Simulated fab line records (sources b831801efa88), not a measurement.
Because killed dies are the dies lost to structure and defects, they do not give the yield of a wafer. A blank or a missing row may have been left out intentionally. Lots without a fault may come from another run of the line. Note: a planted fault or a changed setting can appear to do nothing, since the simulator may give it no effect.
Matching of chambers || flow sky130 || SKY_VIA2_ETCH_14 on rie diel-02: 4 sister chambers
The step etches BARC in N2/H2, stops on SiO2, time 45.9 s, target depth 60 nm. 4 wafers are shown with their chamber, then 7 later ones without.

== WAFERS WITH THEIR CHAMBER ==
{"wafer": "L252.2", "chamber": 3, "drypump motor current A (A)": 5.6}
{"wafer": "L252.5", "chamber": 2, "drypump motor current A (A)": 6.1}
{"wafer": "L262.1", "chamber": 1, "drypump motor current A (A)": 5.4}
{"wafer": "L262.3", "chamber": 0, "drypump motor current A (A)": 6.1}

== WAFERS MISSING THEIR CHAMBER ==
{"wafer": "L262.6", "drypump motor current A (A)": 5.3}
{"wafer": "L263.1", "drypump motor current A (A)": 5.6}
{"wafer": "L263.3", "drypump motor current A (A)": 5.3}
{"wafer": "L263.6", "drypump motor current A (A)": 5.6}
{"wafer": "L264.1", "drypump motor current A (A)": 6.1}
{"wafer": "L264.4", "drypump motor current A (A)": 6.1}
{"wafer": "L264.5", "drypump motor current A (A)": 6.0}

== WHICH CHAMBER EACH WENT THROUGH ==
{"wafer": "L262.6", "from the rows above": 1, "in truth": 1}
{"wafer": "L263.1", "from the rows above": 3, "in truth": 3}
{"wafer": "L263.3", "from the rows above": 1, "in truth": 1}
{"wafer": "L263.6", "from the rows above": 3, "in truth": 3}
{"wafer": "L264.1", "from the rows above": "can't be placed: 0 or 2", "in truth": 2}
{"wafer": "L264.4", "from the rows above": "can't be placed: 0 or 2", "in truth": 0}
{"wafer": "L264.5", "from the rows above": "can't be placed: 0 or 2", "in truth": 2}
Correct placement for 4 of the 7. Not placeable from these rows: 3 (in 3, the candidates include the true chamber). Number placed wrongly: 0.
How it was worked out, from the rows above alone: a wafer's distance from a chamber is the root of the sum, over the readings, of the square of ((its reading less the chamber's mean) divided by the reading's scatter). If the next closest chamber is less than 2 further off than the closest, the wafer can't be placed; otherwise it belongs to the closest. Each chamber's mean is taken over the wafers shown for it. The scatter (one wafer shown for each chamber): square how far every hidden wafer sits from the nearest shown wafer, average those squares and take the square root.
